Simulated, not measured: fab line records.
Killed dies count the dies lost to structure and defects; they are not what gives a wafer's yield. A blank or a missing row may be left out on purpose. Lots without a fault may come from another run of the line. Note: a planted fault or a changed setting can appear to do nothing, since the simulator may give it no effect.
Which tool did it? ; flow gf180mcu ; Sampling: 7 lots, 21 wafers, 2 of 602 route steps

== WHAT EACH GAUGE READ, for each wafer ==
GF_SAB_OVL_MEAS_10.
lot;measured;on;SAB_OVL (nm)
L610;day 15 23:07;overlay-02;-1.7 -1.9 -1.8
L613;day 17 05:49;overlay-02;0.6 -0.1 -1.7
L621;day 19 22:04;overlay-01;1.6 1.9 3.6
L623;day 20 13:55;overlay-01;-1.2 -2.0 -1.5
L625;day 21 04:26;overlay-01;-2.5 -1.9 -2.6
L629;day 22 12:40;overlay-02;0.5 0.0 -2.3
L631;day 23 06:58;overlay-02;-1.3 -0.5 -1.9

== TOOL THAT RAN EACH LOT (tool first, then ch and the chambers of the sampled wafers, then the start) ==
lot;GF_DUAL_GATE_WET_ETCH_12
L610;wet_bench-01 ch 1, day 9 00:44
L613;wet_bench-04 ch 3, day 9 22:55
L621;wet_bench-01 ch 0, day 12 03:26
L623;wet_bench-03 ch 2, day 12 17:46
L625;wet_bench-03 ch 3, day 13 06:52
L629;wet_bench-04 ch 0, day 14 12:14
L631;wet_bench-03 ch 0, day 15 00:32
- GF_DUAL_GATE_WET_ETCH_12: etches SiO2 in dHF, target depth 13 nm, time 260 s.

== THE ANSWER, worked out from the rows above alone ==
Rule: the usual values come from the lots themselves. Put in order of their means at a reading, lots are off if they are a third of the lots or fewer, leave a main group of 4 or more, and stand apart from it by a gap of 3 or more times the standard deviation of the main group's means; of several such gaps the widest counts. The tables above print the reading to a certain number of digits; a main group whose means all agree to those digits is not used. A lot without any number at a reading at which 4 lots or more have one is off too. Any other lot the step has rows for is counted as sound.
Off: L621, seen at GF_SAB_OVL_MEAS_10 (SAB_OVL). The main group: mean -1.3 nm, standard deviation 0.67.
If a tool, at a process step before that reading, ran all the lots that are off and no sound lot after the first of them, it fits. The gauges at GF_SAB_OVL_MEAS_10 are tried like those tools. One fits: wet_bench-01 at GF_DUAL_GATE_WET_ETCH_12. A fault onset in the window from L610 (day 9 00:44, its last sound lot) to L621 (day 12 03:26, its first lot off) fits.

== WHAT THE SIMULATOR HAD PUT IN ==
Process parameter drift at GF_DUAL_GATE_WET_ETCH_12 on wet_bench-01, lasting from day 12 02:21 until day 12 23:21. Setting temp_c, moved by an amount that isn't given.
Shown lots that were struck: L621. The rule above reached the same finding.
